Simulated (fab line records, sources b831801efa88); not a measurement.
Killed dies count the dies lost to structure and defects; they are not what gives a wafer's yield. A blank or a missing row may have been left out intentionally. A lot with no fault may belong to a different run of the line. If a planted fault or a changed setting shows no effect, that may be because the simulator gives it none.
What tool caused it?	flow sky130	33 wafers from 11 lots sampled at 5 of the route's 708 steps

== WHAT EACH GAUGE READ, for each wafer ==
SKY_LDD_P_CD_MEAS_07: target cd 380 nm.
lot	measured	on	cdNm (nm)
L857	day 20 07:59	cdSem-02	383.0 384.8 384.2
L859	day 20 18:44	cdSem-01	381.2 377.9 380.4
L861	day 21 12:11	cdSem-02	380.6 380.5 383.2
L863	day 22 11:41	cdSem-01	381.7 379.5 379.4
L864	day 22 23:19	cdSem-02	380.2 379.5 380.9
L865	day 23 00:36	cdSem-02	381.1 382.6 383.0
L866	day 24 02:56	cdSem-02	377.2 378.2 378.0
L867	day 24 05:12	cdSem-02	383.6 381.7 381.1
L869	day 24 14:56	cdSem-02	378.4 380.9 378.7
L870	day 24 20:11	cdSem-02	381.9 381.0 381.8
L871	day 24 23:26	cdSem-02	380.8 381.2 381.4

SKY_LOCAL_INTERCONNECT_RS_MEAS_01: measurement is done with a four-point probe.
lot	measured	on	LOCAL_INTERCONNECT_TIN_RS (ohm/sq)
L857	day 30 07:28	filmMetro-01	14.06 14.28 14.08
L859	day 30 19:32	filmMetro-01	14.56 14.42 14.44
L861	day 31 10:04	filmMetro-02	14.06 13.97 14.02
L863	day 32 07:38	filmMetro-03	13.88 13.96 14.02
L864	day 32 19:20	filmMetro-03	14.08 14.10 14.04
L865	day 32 20:02	filmMetro-03	14.08 14.01 14.18
L866	day 33 18:31	filmMetro-03	14.14 14.14 14.21
L867	day 33 20:26	filmMetro-02	14.36 14.37 14.42
L869	day 34 06:31	filmMetro-03	13.91 13.95 13.99
L870	day 34 10:37	filmMetro-03	- - -
L871	day 34 13:26	filmMetro-03	- - -

SKY_LOCAL_INTERCONNECT_THK_MEAS_02: measures by xrf.
lot	measured	on	LOCAL_INTERCONNECT_TIN_THK (nm)
L857	day 30 07:35	filmMetro-01	103.7 102.2 103.9
L859	day 30 19:37	filmMetro-01	100.2 101.3 101.1
L861	day 31 10:11	filmMetro-02	102.2 103.3 103.1
L863	day 32 07:45	filmMetro-03	105.2 104.4 104.5
L864	day 32 19:25	filmMetro-03	103.8 103.9 103.8
L865	day 32 20:08	filmMetro-03	103.4 104.0 103.4
L866	day 33 18:37	filmMetro-03	103.0 102.7 102.0
L867	day 33 20:32	filmMetro-02	101.2 100.5 100.4
L869	day 34 06:38	filmMetro-03	104.6 104.1 104.8
L870	day 34 10:43	filmMetro-03	<0.0 <0.0 <0.0
L871	day 34 13:33	filmMetro-03	<0.0 <0.0 <0.0

== EACH LOT AND THE TOOL THAT RAN IT (in order: tool; ch and the chambers of the sampled wafers; start) ==
lot	SKY_LI_CONTACT_STRIP_16	SKY_LOCAL_INTERCONNECT_SPUTTER_00
L857	plasmaAsher-03 ch 0,1, day 30 06:22	pvdSputter-01, day 30 07:24
L859	plasmaAsher-03 ch 0,1, day 30 18:24	pvdSputter-01, day 30 19:24
L861	plasmaAsher-03 ch 0,1, day 31 08:58	pvdSputter-01, day 31 10:00
L863	plasmaAsher-03 ch 0,1, day 32 06:31	pvdSputter-03, day 32 07:33
L864	plasmaAsher-03 ch 0,1, day 32 18:12	pvdSputter-03, day 32 19:12
L865	plasmaAsher-04 ch 0,1, day 32 18:54	pvdSputter-01, day 32 19:56
L866	plasmaAsher-03 ch 0,1, day 33 17:23	pvdSputter-03, day 33 18:26
L867	plasmaAsher-03 ch 0,1, day 33 19:20	pvdSputter-02, day 33 20:20
L869	plasmaAsher-02 ch 0,1, day 34 05:25	pvdSputter-02, day 34 06:27
L870	plasmaAsher-04 ch 0,1, day 34 09:29	pvdSputter-01, day 34 10:32
L871	plasmaAsher-04 ch 0,1, day 34 12:19	pvdSputter-01, day 34 13:21
- SKY_LI_CONTACT_STRIP_16: strips in O2/N2.
- SKY_LOCAL_INTERCONNECT_SPUTTER_00: material TiN, target thk 100 nm, time 83.3 s.

== WHAT THE TOOLS THEMSELVES READ (means of the sampled wafers that have a number; where no wafer has one, the mark that the record gives instead) ==
SKY_LI_CONTACT_STRIP_16.
lot	tool	drypumpMotorCurrentA (A)	n2FlowSccm (sccm)	oesProductAu (a.u.)	stripTimeToEndpointS (s)
L857	plasmaAsher-03	5.3	299.8	0.372	3.52
L859	plasmaAsher-03	5.3	299.7	0.381	3.50
L861	plasmaAsher-03	5.3	301.0	0.375	3.48
L863	plasmaAsher-03	5.3	300.1	0.377	3.49
L864	plasmaAsher-03	5.3	300.4	0.375	3.47
L865	plasmaAsher-04	5.5	299.6	0.376	3.55
L866	plasmaAsher-03	5.4	300.8	0.382	3.52
L867	plasmaAsher-03	5.4	299.4	0.380	3.49
L869	plasmaAsher-02	5.7	299.3	0.378	3.48
L870	plasmaAsher-04	5.5	300.0	0.376	3.50
L871	plasmaAsher-04	5.7	299.5	0.378	3.49

SKY_LOCAL_INTERCONNECT_SPUTTER_00.
lot	tool	cathodeDcPowerW (W)	chamberPressurePa (Pa)	throttleValvePct (%)
L857	pvdSputter-01	6500.3	0.3996	30.0
L859	pvdSputter-01	6499.2	0.4006	30.6
L861	pvdSputter-01	6501.6	0.3999	30.3
L863	pvdSputter-03	6500.0	0.4003	30.7
L864	pvdSputter-03	6500.1	0.4013	30.0
L865	pvdSputter-01	6499.9	0.3991	30.4
L866	pvdSputter-03	6499.2	0.3999	30.2
L867	pvdSputter-02	6498.9	0.4004	29.6
L869	pvdSputter-02	6500.2	0.3998	29.7
L870	pvdSputter-01	-	-	-
L871	pvdSputter-01	-	-	-

== THE ANSWER, worked out from the rows above alone ==
Rule: usual is defined by the lots themselves. The widest of any qualifying gaps counts: lots, ordered by their means at a reading, are off when they make up no more than a third of the lots, leave a main group of 4 or more, and stand apart from it by 3 or more times the standard deviation of that group's means. If all means in a main group match to the digits the tables above print for the reading, that group is not used. Also off: a lot with no number at a reading for which 4 or more lots have one. Any other lot the step has rows for is counted as sound. After the gauges, taken in route order, come the tools' own readings; for these a lot's mean is taken, as printed above. At the first step where some lot is off, the reading lying furthest off is the one used; lots without a number count as furthest.
Off: L870, L871, at SKY_LOCAL_INTERCONNECT_RS_MEAS_01 (LOCAL_INTERCONNECT_TIN_RS). Without a number there: L870, L871. Mean 14.14 ohm/sq and standard deviation 0.17 in the main group.
A tool fits if, at a process step before that reading, it ran every lot that is off, and no sound lot after the first of them. The gauges at SKY_LOCAL_INTERCONNECT_RS_MEAS_01 aren't tried: what is off there is off at SKY_LOCAL_INTERCONNECT_SPUTTER_00 too, on other tools, and a gauge's error can't cause that. This does not decide it: 2 tools fit, namely plasmaAsher-04 at SKY_LI_CONTACT_STRIP_16 and pvdSputter-01 at SKY_LOCAL_INTERCONNECT_SPUTTER_00.

== WHAT HAD BEEN PUT IN BY THE SIMULATOR ==
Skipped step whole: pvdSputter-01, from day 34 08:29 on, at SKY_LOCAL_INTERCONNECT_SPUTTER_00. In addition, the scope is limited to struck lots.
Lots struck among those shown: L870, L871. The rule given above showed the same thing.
